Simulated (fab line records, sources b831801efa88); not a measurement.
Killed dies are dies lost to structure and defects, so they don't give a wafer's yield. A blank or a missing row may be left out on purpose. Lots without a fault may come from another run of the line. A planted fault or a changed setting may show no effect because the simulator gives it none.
fab line records | flow sky130
record lots=6 wafers=16 last_day=50
route steps=708 shown NWELL@63 PAD_OPEN@708
lots that met no fault: from a run of the same line without faults
start_h: hours from the record's first day to the start of the lot's first wafer shown | wait_h: hours since the lot's step before | " the same as in the row above | L1.1+2: a row that stands for several wafers | - no value, or no start given | * or withheld: withheld | < > ~ a bound
route shown NAME@n: a module of which the file shows steps, and the number in the route of the first | usual: mean/standard deviation of fault-free wafers | same: alike in all rows | chamber/n: place in a boat | sites: the reading at each site | _std_site: their standard deviation | _edge_site: outer sites' mean less inner sites' | radius_mm: how far each site lies from the wafer's centre | mask NAME#n: copy n | behind: the tool/chamber that last shaped the wafer | hold: why the lot was held/for how many hours/how that ended | device: the transistor (n, p or np) that didn't switch | end of line: the same wafers' tests at the end of the route | a step without rows: its recipe alone | killed: dies lost to structure and defects at the first sort, not the wafer's yield | map: a wafer's dies, x killed, . not, _ none there
set.NAME: the setting as run; set.NAME@STEP: as run at that earlier step | model.NAME: the simulator's own value behind a step, which no gauge read
lots at some steps of the route; a table a step, a row a wafer
services: from which hour (start_h, from the record's first day; less than 0 if before it) a tool's chamber was out of use, for how many hours, and why
## steps
# step SKY_NWELL_OVL_MEAS_10
# usual NWELL_00_OVL=0.3/1.7
# columns lot.wafer tool chamber start_h wait_h NWELL_00_OVL[nm]
L884.3 overlay-02 - 93.63 - -1.4
L884.4 " - " " -1.3
L884.5 " - " " -0.3
L890.1 overlay-01 - 129.12 - 1.0
L890.3 " - " " 1.3
L890.5 " - " " 1.1
L897.1 overlay-01 - 171.22 - 0.0
L897.3 " - " " 1.4
L900.3 overlay-01 - 184.78 - 0.8
L900.6 " - " " 3.4
L903.2 overlay-01 - 204.15 - -0.2
L903.4 " - " " -1.5
L903.6 " - " " -2.6
L905.1 overlay-02 - 212.47 - 1.9
L905.4 " - " " 0.6
L905.6 " - " " 0.3
# step SKY_NWELL_IMPLANT_11
# recipe species=P energy_kev=400 dose_cm2=1.9e+13 tilt_deg=withheld
# step SKY_NWELL_IMPLANT_12
# recipe species=P energy_kev=120 dose_cm2=1.3e+12 tilt_deg=withheld
# step SKY_NWELL_IMPLANT_13
# recipe species=P energy_kev=50 dose_cm2=7e+11 tilt_deg=withheld
# step SKY_NWELL_STRIP_14
# recipe chemistry=O2/N2 power_w=1400 pressure_mtorr=1500 platen_temp_c=withheld o2_flow_sccm=3000 n2_flow_sccm=300 overash_fraction=0.5
# usual drypump_motor_current_A=5.7/0.52 oes_product_au=0.722/0.0045 strip_time_to_endpoint_s=36.93/0.1
# columns lot.wafer tool chamber start_h wait_h drypump_motor_current_A oes_product_au rf_hours_counter_h strip_time_to_endpoint_s
L884.3 plasma_asher-01 1 94.14 0.1 5.0 0.726 - 36.91
L884.4 " 0 " " 6.4 0.722 - 36.88
L884.5 " 0 " " 6.4 0.725 - 36.82
L890.1 plasma_asher-03 0 129.60 0.1 5.8 0.724 1 37.00
L890.3 " 0 " " 5.8 0.719 - 36.86
L890.5 " 0 " " 5.8 0.722 - 36.93
L897.1 plasma_asher-01 1 171.71 0.1 5.0 0.726 44 36.88
L897.3 " 1 " " 5.0 0.725 - 36.89
L900.3 plasma_asher-04 0 185.29 0.1 6.1 0.726 - 36.90
L900.6 " 0 " " 6.1 0.719 - 36.79
L903.2 plasma_asher-01 0 204.63 0.1 6.4 0.725 47 36.88
L903.4 " 1 " " 4.9 0.720 - 36.87
L903.6 " 1 " " 5.0 0.718 - 36.96
L905.1 plasma_asher-04 0 212.96 0.1 6.1 0.730 55 36.92
L905.4 " 1 " " 5.2 0.711 - 36.97
L905.6 " 1 " " 5.1 0.713 - 36.88
# step SKY_NWELL_TW_MEAS_15
# usual NWELL_TW=1837/15
# columns lot.wafer tool chamber start_h wait_h NWELL_TW
L884.3 film_metro-04 - 94.22 0.1 1852
L884.4 " - " " 1857
L884.5 " - " " 1856
L890.1 film_metro-02 - 129.70 0.1 1831
L890.3 " - " " 1823
L890.5 " - " " 1829
L897.1 film_metro-02 - 171.81 0.1 1823
L897.3 " - " " 1830
L900.3 film_metro-04 - 185.37 0.1 1850
L900.6 " - " " 1858
L903.2 film_metro-04 - 204.74 0.1 1866
L903.4 " - " " 1852
L903.6 " - " " 1845
L905.1 film_metro-02 - 213.06 0.1 1815
L905.4 " - " " 1810
L905.6 " - " " 1820
# step SKY_NWELL_DEHYDRATE_16
# recipe temp_c=200 time_s=60
# step SKY_NWELL_HMDS_17
# recipe prime_time_s=60 prime_temp_c=120
# step SKY_NWELL_COAT_18
# recipe spin_rpm=2000 resist_thk_nm=3000
# step SKY_NWELL_SOFTBAKE_19
# recipe temp_c=110 time_s=withheld
# step SKY_NWELL_EXPOSE_20
# recipe mask_id=NWM_COMPLEMENT na=0.6 source_shape=conventional sigma_outer=0.6 polarization=unpolarized target_cd_nm=840 dose_mj=260
# step SKY_NWELL_PEB_21
# recipe temp_c=115 time_s=withheld
# step SKY_NWELL_DEVELOP_22
# recipe wall_angle_deg=90 developer=TMAH develop_time_s=60 dev_temp_c=23
# columns lot.wafer tool chamber start_h wait_h
L884.3+4+5 litho_track-02 0 110 -
L890.1+3+5 litho_track-02 0 148 -
L897.1+3 litho_track-02 0 190 -
L900.3+6 litho_track-02 0 205 -
L903.2+4+6 litho_track-03 0 225 -
L905.1+4+6 litho_track-03 0 234 -
# step SKY_NWELL_OVL_MEAS_23
# usual NWELL_01_OVL=0.1/1.2
# columns lot.wafer tool chamber start_h wait_h NWELL_01_OVL[nm]
L884.3 overlay-02 - 110.98 - -0.9
L884.4 " - " " -0.9
L884.5 " - " " -1.6
L890.1 overlay-01 - 148.37 - 0.4
L890.3 " - " " 0.2
L890.5 " - " " -0.5
L897.1 overlay-01 - 190.92 - -
L897.3 " - " " 1.6
L900.3 overlay-01 - 205.43 - 1.5
L900.6 " - " " -
L903.2 overlay-02 - 225.47 - -1.3
L903.4 " - " " -1.5
L903.6 " - " " -2.0
L905.1 overlay-02 - 234.72 - -0.3
L905.4 " - " " -0.2
L905.6 " - " " -0.5
# step SKY_NWELL_IMPLANT_24
# recipe species=B energy_kev=140 dose_cm2=9.2e+12 tilt_deg=withheld
# step SKY_PAD_OPEN_PROBE_99
# usual killed_at_M0_to_M3=42/7.4 killed_at_M4_up=3.4/1.8 killed_at_contacts=25/5.4 killed_at_front_end=15/4.4 killed_at_other=0.2/0.52 killed_dies=86/9.3 killed_on_rim=17/3.9 killed_open=47/7.6 killed_short=39/6.5
# same gross_dies=492 killed_at_back_side=0
# columns lot.wafer tool chamber start_h wait_h killed_at_M0_to_M3 killed_at_M4_up killed_at_contacts killed_at_front_end killed_at_other killed_dies killed_on_rim killed_open killed_short
L884.3 prober-02 - 1076.26 0.2 42 3 31 14 0 90 16 44 46
L884.4 prober-02 - 1076.31 0.2 36 3 27 8 1 75 16 39 36
L884.5 prober-02 - 1076.36 0.2 39 1 25 16 1 82 11 44 38
L890.1 prober-02 - 1113.62 0.1 39 4 20 8 0 71 10 35 36
L890.3 prober-02 - 1113.72 0.2 43 2 15 20 0 80 9 46 34
L890.5 prober-02 - 1113.82 0.2 39 3 30 16 0 88 15 49 39
L897.1 prober-02 - 1152.18 0.1 38 4 19 431 0 492 96 41 37
L897.3 prober-02 - 1152.28 0.2 47 2 26 14 0 89 18 46 43
L900.3 prober-01 - 1166.59 0.2 45 3 21 12 0 81 22 40 41
L900.6 prober-01 - 1166.74 0.2 36 5 35 416 0 492 96 48 45
L903.2 prober-02 - 1186.70 0.1 43 2 28 16 0 89 18 44 45
L903.4 prober-02 - 1186.80 0.2 37 6 25 14 0 82 17 40 42
L903.6 prober-02 - 1186.90 0.2 37 5 28 9 0 79 17 37 42
L905.1 prober-02 - 1191.55 0.1 59 4 30 16 0 109 27 56 53
L905.4 prober-02 - 1191.70 0.2 46 2 14 14 0 76 12 42 34
L905.6 prober-02 - 1191.80 0.2 42 2 24 13 0 81 11 53 28
# killed by level:class
L884.3 CONTACT:geometric_particle:open=12 METAL1:geometric_particle:short=9 LI_CONTACT:geometric_particle:open=9 FIELD_ISO:geometric_particle:short=7 VIA1:geometric_particle:short=6 VIA1:geometric_particle:open=6 VIA2:geometric_particle:open=6 METAL2:geometric_particle:short=5
L884.4 VIA1:geometric_particle:open=12 CONTACT:geometric_particle:open=10 CONTACT:geometric_particle:short=10 METAL2:geometric_particle:short=4 VIA2:geometric_particle:open=4 VIA3:geometric_particle:open=4 POLY_GATE:geometric_particle:short=3 LI_CONTACT:geometric_particle:open=3
L884.5 CONTACT:geometric_particle:open=12 VIA1:geometric_particle:open=8 VIA3:geometric_particle:open=6 VIA2:geometric_particle:open=5 FIELD_ISO:geometric_particle:open=4 CONTACT:geometric_particle:short=4 LOCAL_INTERCONNECT:geometric_particle:short=4 POLY_GATE:geometric_particle:short=4
L890.1 VIA3:geometric_particle:open=7 LI_CONTACT:geometric_particle:open=6 VIA1:geometric_particle:open=6 CONTACT:geometric_particle:open=5 METAL2:geometric_particle:short=4 CONTACT:geometric_particle:short=4 VIA2:geometric_particle:short=4 VIA3:geometric_particle:short=4
L890.3 VIA1:geometric_particle:open=11 VIA2:geometric_particle:open=9 FIELD_ISO:geometric_particle:short=8 FIELD_ISO:geometric_particle:open=6 CONTACT:geometric_particle:open=6 LI_CONTACT:geometric_particle:open=5 VIA1:geometric_particle:short=5 VIA3:geometric_particle:open=5
L890.5 LI_CONTACT:geometric_particle:open=10 VIA2:geometric_particle:open=9 VIA1:geometric_particle:short=8 VIA3:geometric_particle:open=6 CONTACT:geometric_particle:open=6 LOCAL_INTERCONNECT:geometric_particle:short=5 VIA1:geometric_particle:open=5 POLY_GATE:geometric_particle:open=4
L897.1 NWELL:area_develop=414 VIA3:geometric_particle:open=11 LI_CONTACT:geometric_particle:open=7 CONTACT:geometric_particle:open=5 VIA2:geometric_particle:open=5 FIELD_ISO:geometric_particle:open=4 POLY_GATE:geometric_particle:short=4 METAL1:geometric_particle:short=4
L897.3 CONTACT:geometric_particle:open=12 METAL1:geometric_particle:short=10 VIA3:geometric_particle:open=10 LI_CONTACT:geometric_particle:open=6 VIA2:geometric_particle:short=6 FIELD_ISO:geometric_particle:short=5 LOCAL_INTERCONNECT:geometric_particle:short=5 VIA1:geometric_particle:open=5
L900.3 VIA1:geometric_particle:open=13 CONTACT:geometric_particle:open=8 METAL2:geometric_particle:short=6 VIA2:geometric_particle:open=6 LOCAL_INTERCONNECT:geometric_particle:short=5 CONTACT:geometric_particle:short=5 POLY_CUT:geometric_particle:open=4 METAL1:geometric_particle:short=4
L900.6 NWELL:area_develop=399 LOCAL_INTERCONNECT:geometric_particle:short=11 CONTACT:geometric_particle:open=9 LI_CONTACT:geometric_particle:open=7 CONTACT:geometric_particle:short=7 VIA3:geometric_particle:open=7 POLY_GATE:geometric_particle:short=6 VIA1:geometric_particle:open=6
L903.2 VIA2:geometric_particle:open=12 LI_CONTACT:geometric_particle:open=7 CONTACT:geometric_particle:short=7 METAL1:geometric_particle:short=7 VIA3:geometric_particle:open=6 FIELD_ISO:geometric_particle:open=5 LOCAL_INTERCONNECT:geometric_particle:short=5 FIELD_ISO:geometric_particle:short=4
L903.4 CONTACT:geometric_particle:open=8 VIA1:geometric_particle:open=8 LI_CONTACT:geometric_particle:open=7 METAL1:geometric_particle:short=7 VIA2:geometric_particle:open=6 FIELD_ISO:geometric_particle:short=5 FIELD_ISO:geometric_particle:open=5 CONTACT:geometric_particle:short=4
L903.6 VIA2:geometric_particle:open=8 LI_CONTACT:geometric_particle:open=7 CONTACT:geometric_particle:short=7 VIA1:geometric_particle:open=6 CONTACT:geometric_particle:open=5 VIA3:geometric_particle:short=5 LOCAL_INTERCONNECT:geometric_particle:short=4 VIA1:geometric_particle:short=4
L905.1 CONTACT:geometric_particle:open=13 VIA1:geometric_particle:open=12 VIA2:geometric_particle:open=11 VIA1:geometric_particle:short=7 METAL2:geometric_particle:short=7 CONTACT:geometric_particle:short=6 METAL3:geometric_particle:short=6 VIA3:geometric_particle:open=6
L905.4 VIA1:geometric_particle:open=12 VIA3:geometric_particle:open=12 LI_CONTACT:geometric_particle:open=5 VIA1:geometric_particle:short=5 POLY_GATE:geometric_particle:open=4 POLY_GATE:geometric_particle:short=4 METAL1:geometric_particle:short=4 VIA2:geometric_particle:open=4
L905.6 VIA1:geometric_particle:open=13 LI_CONTACT:geometric_particle:open=9 METAL1:geometric_particle:short=7 VIA2:geometric_particle:open=7 VIA3:geometric_particle:open=6 CONTACT:geometric_particle:open=5 POLY_GATE:geometric_particle:open=4 LOCAL_INTERCONNECT:geometric_particle:open=4
# map L897.1 (x killed, . not)
__________xxxxxxxxxx_________
________xxxxxxxxxxxxxx_______
______xxxxxxxxxxxxxxxxxx_____
_____xxxxxxxxxxxxxxxxxxxx____
____xxxxxxxxxxxxxxxxxxxxxx___
___xxxxxxxxxxxxxxxxxxxxxxxx__
__xxxxxxxxxxxxxxxxxxxxxxxxxx_
_xxxxxxxxxxxxxxxxxxxxxxxxxxxx
_xxxxxxxxxxxxxxxxxxxxxxxxxxxx
_xxxxxxxxxxxxxxxxxxxxxxxxxxxx
_xxxxxxxxxxxxxxxxxxxxxxxxxxxx
_xxxxxxxxxxxxxxxxxxxxxxxxxxxx
_xxxxxxxxxxxxxxxxxxxxxxxxxxxx
_xxxxxxxxxxxxxxxxxxxxxxxxxxxx
_xxxxxxxxxxxxxxxxxxxxxxxxxxxx
__xxxxxxxxxxxxxxxxxxxxxxxxxx_
___xxxxxxxxxxxxxxxxxxxxxxxx__
____xxxxxxxxxxxxxxxxxxxxxx___
_____xxxxxxxxxxxxxxxxxxxx____
______xxxxxxxxxxxxxxxxxx_____
________xxxxxxxxxxxxxx_______
__________xxxxxxxxxx_________
# map L900.6 (x killed, . not)
__________xxxxxxxxxx_________
________xxxxxxxxxxxxxx_______
______xxxxxxxxxxxxxxxxxx_____
_____xxxxxxxxxxxxxxxxxxxx____
____xxxxxxxxxxxxxxxxxxxxxx___
___xxxxxxxxxxxxxxxxxxxxxxxx__
__xxxxxxxxxxxxxxxxxxxxxxxxxx_
_xxxxxxxxxxxxxxxxxxxxxxxxxxxx
_xxxxxxxxxxxxxxxxxxxxxxxxxxxx
_xxxxxxxxxxxxxxxxxxxxxxxxxxxx
_xxxxxxxxxxxxxxxxxxxxxxxxxxxx
_xxxxxxxxxxxxxxxxxxxxxxxxxxxx
_xxxxxxxxxxxxxxxxxxxxxxxxxxxx
_xxxxxxxxxxxxxxxxxxxxxxxxxxxx
_xxxxxxxxxxxxxxxxxxxxxxxxxxxx
__xxxxxxxxxxxxxxxxxxxxxxxxxx_
___xxxxxxxxxxxxxxxxxxxxxxxx__
____xxxxxxxxxxxxxxxxxxxxxx___
_____xxxxxxxxxxxxxxxxxxxx____
______xxxxxxxxxxxxxxxxxx_____
________xxxxxxxxxxxxxx_______
__________xxxxxxxxxx_________
## services
# columns tool chamber start_h hours kind
plasma_asher-04 - 73.36 0.8 repair
plasma_asher-03 - 80.34 2.8 pm
plasma_asher-03 - 108.75 9.0 pm
plasma_asher-03 0 108.75 9.0 vent_cycle
plasma_asher-03 1 108.75 9.0 vent_cycle
plasma_asher-03 0 117.75 - clean
plasma_asher-03 1 117.75 - clean
plasma_asher-01 - 121.35 14.6 pm
plasma_asher-03 - 159.55 1.3 repair
plasma_asher-01 - 177.14 4.3 pm
plasma_asher-03 - 210.47 2.5 repair
## key
first_sign step=SKY_NWELL_OVL_MEAS_23 reading=NWELL_01_OVL direction=missing
effect step=SKY_PAD_OPEN_PROBE_99 reading=killed_at_front_end direction=up sigmas=93 usual=15 struck=424
more_kills_born_at SKY_NWELL_DEVELOP_22@litho_track-02=813
met_at SKY_NWELL_DEVELOP_22
struck_wafers L897.1,L900.6
tester_left_out L897,L900
onset_between 148 190
fault kind=process_parameter_drift tool=litho_track-02 chamber=- onset_h=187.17 steps=SKY_NWELL_DEVELOP_22 channel=develop_time_s offset=* shape=step end_h=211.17 scope=struck_wafers_only acts_in=* stated=*
# tester_left_out: of these lots the tester's yield and bins aren't shown, on N5 and GAA mostly nor the transistor test; their killed dies are dies lost to structure and defects alone, not to doping, threshold or leakage, so they don't give the yield
